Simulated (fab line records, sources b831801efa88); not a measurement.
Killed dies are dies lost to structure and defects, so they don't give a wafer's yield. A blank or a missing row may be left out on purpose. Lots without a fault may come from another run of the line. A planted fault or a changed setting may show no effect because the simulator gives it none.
A struck lot beside a sound one | flow sky130 | 16 steps out of a route of 708
Sound: wafers L184.1, L184.2, L184.3. Struck: wafers L195.4, L195.6. (L195.2 of the same lot was not struck and is left out.) The cause comes at the end.
At each step with rows: each side's tool, then ch and its chambers, then its first start. Under that, the readings that differ: sound wafers | struck wafers | difference of the means | sigmas: that difference in standard deviations of wafers without a fault.
alike: readings whose means differ by less than 2 such deviations, and words and numbers that are the same on both sides. not compared: withheld readings, readings that some wafer has no value for, bounds like >300 that may hide the same value, and numbers for which the record gives no deviation and whose values overlap.
The two part at a step that has a row with sigmas, a row that says differs or no value, or rows on one side only. Numbers that don't overlap but have no deviation are shown without sigmas and don't part them. A reading that every wafer of one side lacks parts them only if that side has two wafers or more.

first, 7 steps without rows for these wafers: SKY_METAL4_HMDS_06 (prime time 60 s); SKY_METAL4_COAT_07 (resist thk 60 nm); SKY_METAL4_COAT_08 (resist thk 1140 nm); SKY_METAL4_SOFTBAKE_09 (time 90 s); SKY_METAL4_EXPOSE_10 (exposes mask MM4, target cd 300 nm); SKY_METAL4_PEB_11; SKY_METAL4_DEVELOP_12 (develop time 60 s).
SKY_METAL4_CD_MEAS_13: target cd 300 nm.
  sound on cd_sem-01, day 43 11:13; struck on cd_sem-01, day 46 18:50
  alike: cd_nm
SKY_METAL4_OVL_MEAS_14:
  sound on overlay-01, day 43 11:21; struck on overlay-01, day 46 18:56
  alike: METAL4_OVL
SKY_METAL4_DESCUM_15: chemistry O2, time 8 s.
  sound on rie_metal-02 ch 0,1, day 43 11:23; struck on rie_metal-03 ch 1, day 46 18:58
  reading                     | sound       | struck  | difference | sigmas
  drypump_motor_current_A (A) | 6.1 5.0 6.1 | 4.7 4.7 | -1.0       | -2
  alike: oes_product_au
  not compared: rf_hours_counter_h
SKY_METAL4_ETCH_16: etches BARC in N2/H2, stops on SiO2, time 88.2 s, target depth 60 nm.
  sound on rie_metal-02 ch 0,1, day 43 11:25; struck on rie_metal-03 ch 1, day 46 19:00
  reading                     | sound       | struck  | difference | sigmas
  drypump_motor_current_A (A) | 6.1 5.0 6.1 | 4.7 4.7 | -1.0       | -2
  alike: bias_w, h2_flow_sccm, oes_product_au, throttle_valve_pct
  not compared: rf_hours_counter_h
SKY_METAL4_ETCH_17: etches SiO2 in C4F8/O2/Ar, stops on TiN, time 3.9 s, target depth 15 nm.
  sound on rie_diel-03 ch 0,1,2, day 43 11:31; struck on rie_diel-03 ch 0, day 46 19:06
  alike: bias_w, oes_product_au
  not compared: rf_hours_counter_h
SKY_METAL4_METAL_ETCH_18: etches the open film in Cl2/BCl3, stops on SiO2, target depth 845 nm, time 183.1 s.
  sound on rie_metal-04 ch 0,1, day 43 11:32; struck on rie_metal-02 ch 0, day 46 19:07
  reading                                       | sound             | struck      | difference | sigmas
  bias_w (W)                                    | 48.66 48.55 48.41 | 53.16 52.96 | +4.52      | +35
  model.KrF-thick_of_METAL4_COAT_08.thk_nm (nm) | 527.5 521.3 520.5 | 488.4 492.1 | -32.9      |
  alike: drypump_motor_current_A, oes_product_au, throttle_valve_pct
  not compared: rf_hours_counter_h
SKY_METAL4_STRIP_19: strips in O2/N2.
  sound on plasma_asher-03 ch 0,1, day 43 11:43; struck on plasma_asher-02 ch 1, day 46 19:17
  reading                      | sound             | struck      | difference | sigmas
  oes_product_au (a.u.)        | 0.501 0.498 0.502 | 0.482 0.494 | -0.012     | -2
  strip_time_to_endpoint_s (s) | 6.57 6.49 6.48    | 6.15 6.18   | -0.35      | -5
  alike: drypump_motor_current_A
  not compared: rf_hours_counter_h
then, 1 step without rows for these wafers: SKY_METAL4_STRIP_20 (strips in post etch residue remover, time 1200 s).
-- the record jumps here: 3 days lie between the struck wafers' starts before and after (it left off in module METAL4 and takes up again in module PAD_OPEN, whose first step shown is number 708 of the route) --
SKY_PAD_OPEN_PROBE_99:
  sound on prober-01, day 47 07:15; struck on prober-01, day 50 05:32
  reading               | sound       | struck  | difference | sigmas
  killed_open           | 41 42 42    | 54 58   | +14        | +2
  sort_bin_6_memory (%) | 5.5 5.9 4.5 | 8.1 7.1 | +2.3       | +2
  alike: defect_limited_yield, killed_at_M0_to_M3, killed_at_M4_up, killed_at_contacts, killed_at_front_end, killed_at_other, killed_dies, killed_short, sort_bin_3_pad_short, sort_bin_5_function, sort_n_pass, sort_yield_pct

WHERE THEY PART
First at SKY_METAL4_DESCUM_15; last, within this record, at SKY_PAD_OPEN_PROBE_99.

WHY: what the simulator had put in
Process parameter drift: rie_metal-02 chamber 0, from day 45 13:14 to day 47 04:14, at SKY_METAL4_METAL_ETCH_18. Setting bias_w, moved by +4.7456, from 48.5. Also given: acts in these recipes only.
